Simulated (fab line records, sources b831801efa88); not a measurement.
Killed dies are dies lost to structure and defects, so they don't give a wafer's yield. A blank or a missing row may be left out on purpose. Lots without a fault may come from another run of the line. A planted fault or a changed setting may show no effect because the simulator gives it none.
Which tool did it? | flow gf180mcu | 14 lots, 42 wafers sampled, at 5 steps of a route of 602

WHAT THE GAUGES READ, wafer by wafer
GF_MVSD_OVL_MEAS_07.
lot  | measured    | on         | MVSD_OVL (nm)
L109 | day 5 08:35 | overlay-02 | -2.7 0.2 -0.4
L111 | day 5 20:14 | overlay-01 | 1.2 0.5 1.2
L112 | day 6 01:46 | overlay-02 | 0.6 -2.0 2.0
L113 | day 6 10:05 | overlay-01 | -1.0 -0.6 1.6
L114 | day 6 20:07 | overlay-02 | 0.5 -0.4 1.2
L116 | day 7 05:10 | overlay-02 | 0.8 -0.9 -1.7
L115 | day 7 05:42 | overlay-02 | 0.0 0.5 0.1
L117 | day 7 11:03 | overlay-01 | -0.7 1.0 1.8
L118 | day 7 14:47 | overlay-02 | -2.1 0.0 0.3
L121 | day 8 10:31 | overlay-01 | 2.7 -0.9 1.6
L122 | day 8 16:46 | overlay-01 | -0.4 -0.3 0.9
L123 | day 8 23:31 | overlay-02 | 0.6 -0.2 0.8
L124 | day 9 00:09 | overlay-02 | -0.2 2.5 1.3
L125 | day 9 04:57 | overlay-02 | -0.4 -0.7 0.1

GF_HV_LDD_RS_MEAS_53: measures by four-point-probe.
lot  | measured     | on            | HV_LDD_RS (ohm/sq)
L109 | day 13 14:34 | film_metro-03 | 417.5 417.2 417.8
L111 | day 14 08:15 | film_metro-03 | 418.8 419.1 417.7
L112 | day 14 17:26 | film_metro-03 | 418.8 419.8 419.6
L113 | day 15 03:05 | film_metro-02 | 418.5 418.0 417.4
L114 | day 15 16:31 | film_metro-03 | 418.1 418.6 419.5
L116 | day 16 02:44 | film_metro-02 | 419.8 419.7 419.8
L115 | day 16 05:33 | film_metro-02 | 418.0 418.9 418.9
L117 | day 16 12:06 | film_metro-02 | 419.7 418.7 419.2
L118 | day 16 18:11 | film_metro-02 | 418.3 418.8 419.8
L121 | day 18 01:23 | film_metro-03 | 417.5 418.3 418.6
L122 | day 18 07:23 | film_metro-04 | 418.9 419.2 418.8
L123 | day 18 14:08 | film_metro-04 | 423.9 424.5 422.9
L124 | day 18 23:45 | film_metro-04 | 418.4 417.9 417.8
L125 | day 19 02:20 | film_metro-02 | 427.8 426.6 427.4

GF_M1_RS_MEAS_05: measures by four-point-probe.
lot  | measured     | on            | M1_ALCU_RS (ohm/sq)
L109 | day 17 12:54 | film_metro-01 | 0.0712 0.0724 0.0709
L111 | day 18 07:35 | film_metro-03 | 0.0674 0.0679 0.0676
L112 | day 18 18:04 | film_metro-01 | 0.0706 0.0714 0.0712
L113 | day 19 05:56 | film_metro-01 | 0.0703 0.0701 0.0708
L114 | day 19 19:34 | film_metro-03 | 0.0695 0.0708 0.0696
L116 | day 20 08:00 | film_metro-03 | 0.0708 0.0697 0.0688
L115 | day 20 09:44 | film_metro-01 | 0.0691 0.0707 0.0686
L117 | day 20 16:36 | film_metro-01 | 0.0713 0.0721 0.0699
L118 | day 20 23:40 | film_metro-04 | 0.0699 0.0684 0.0703
L121 | day 22 09:07 | film_metro-03 | 0.0710 0.0688 0.0711
L122 | day 22 14:31 | film_metro-04 | 0.0708 0.0712 0.0717
L123 | day 22 21:26 | film_metro-01 | 0.0698 0.0686 0.0685
L124 | day 23 05:26 | film_metro-03 | 0.0676 0.0694 0.0696
L125 | day 23 09:14 | film_metro-03 | 0.0691 0.0698 0.0688

WHICH TOOL RAN EACH LOT (tool, then ch and the chambers of the sampled wafers, then the start)
lot  | GF_HV_LDD_IMPLANT_09            | GF_SALICIDE_RTA_06
L109 | implanter-04 ch 0, day 11 03:17 | rtp_anneal-01 ch 0, day 16 11:47
L111 | implanter-02 ch 0, day 11 18:18 | rtp_anneal-02 ch 0, day 17 05:46
L112 | implanter-02 ch 0, day 12 03:01 | rtp_anneal-01 ch 0, day 17 16:37
L113 | implanter-02 ch 0, day 12 11:00 | rtp_anneal-02 ch 0, day 18 03:39
L114 | implanter-04 ch 0, day 13 00:13 | rtp_anneal-01 ch 0, day 18 16:50
L116 | implanter-04 ch 0, day 13 08:53 | rtp_anneal-02 ch 0, day 19 05:16
L115 | implanter-01 ch 0, day 13 13:20 | rtp_anneal-02 ch 0, day 19 07:14
L117 | implanter-01 ch 0, day 13 18:29 | rtp_anneal-02 ch 0, day 19 14:13
L118 | implanter-01 ch 0, day 14 00:10 | rtp_anneal-02 ch 0, day 19 21:03
L121 | implanter-01 ch 0, day 15 04:01 | rtp_anneal-02 ch 0, day 21 07:01
L122 | implanter-01 ch 0, day 15 10:38 | rtp_anneal-01 ch 0, day 21 11:38
L123 | implanter-01 ch 0, day 15 15:46 | rtp_anneal-01 ch 0, day 21 19:26
L124 | implanter-02 ch 0, day 16 01:36 | rtp_anneal-02 ch 0, day 22 03:52
L125 | implanter-01 ch 0, day 16 02:58 | rtp_anneal-02 ch 0, day 22 07:27
- GF_HV_LDD_IMPLANT_09
- GF_SALICIDE_RTA_06: time 30 s.

WHAT THE TOOLS THEMSELVES READ (means of the sampled wafers that have a number; where no wafer has one, the mark that the record gives instead)
GF_SALICIDE_RTA_06.
lot  | tool          | lamp_power_pct (%) | wafer_temp_C_max
L109 | rtp_anneal-01 | 6.6                | 533.0
L111 | rtp_anneal-02 | 5.4                | 533.7
L112 | rtp_anneal-01 | 6.6                | 532.9
L113 | rtp_anneal-02 | 5.4                | 533.9
L114 | rtp_anneal-01 | 6.6                | 533.1
L116 | rtp_anneal-02 | 5.4                | 533.8
L115 | rtp_anneal-02 | 5.4                | 533.5
L117 | rtp_anneal-02 | 5.4                | 533.7
L118 | rtp_anneal-02 | 5.4                | 533.8
L121 | rtp_anneal-02 | 5.4                | 533.8
L122 | rtp_anneal-01 | 6.6                | 533.1
L123 | rtp_anneal-01 | 6.6                | 533.2
L124 | rtp_anneal-02 | 5.4                | 533.5
L125 | rtp_anneal-02 | 5.4                | 533.0

THE ANSWER, worked out from the rows above alone
Rule: what is usual is taken from the lots themselves. Put in order of their means at a reading, lots are off if they are a third of the lots or fewer, leave a main group of 4 or more, and stand apart from it by a gap of 3 or more times the standard deviation of the main group's means; of several such gaps the widest counts. A main group whose means are all the same, to the digits that the tables above print for the reading, isn't used. A lot without any number at a reading at which 4 lots or more have one is off too. The other lots that the step has rows for count as sound. The gauges are gone through in route order, then the tools' own readings, and for those a lot's mean is taken as printed above. The first step at which some lot is off is used, and at that step the reading that is off furthest; a lot without a number counts as furthest.
Off: L123, L125, at GF_HV_LDD_RS_MEAS_53 (HV_LDD_RS). The main group: mean 418.6 ohm/sq, standard deviation 0.63.
A tool fits if, at a process step before that reading, it ran every lot that is off, and no sound lot after the first of them. The gauges at GF_HV_LDD_RS_MEAS_53 are tried like those tools. One fits: implanter-01 at GF_HV_LDD_IMPLANT_09. Its last sound lot is L122 (day 15 10:38), its first lot that is off L123 (day 15 15:46): a fault that began between those two fits.

WHAT THE SIMULATOR HAD PUT IN
Process parameter drift: implanter-01, from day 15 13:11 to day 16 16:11, at GF_HV_LDD_IMPLANT_09. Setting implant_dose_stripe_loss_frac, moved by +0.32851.
Lots struck among those shown: L123, L125. The rule above found the same.
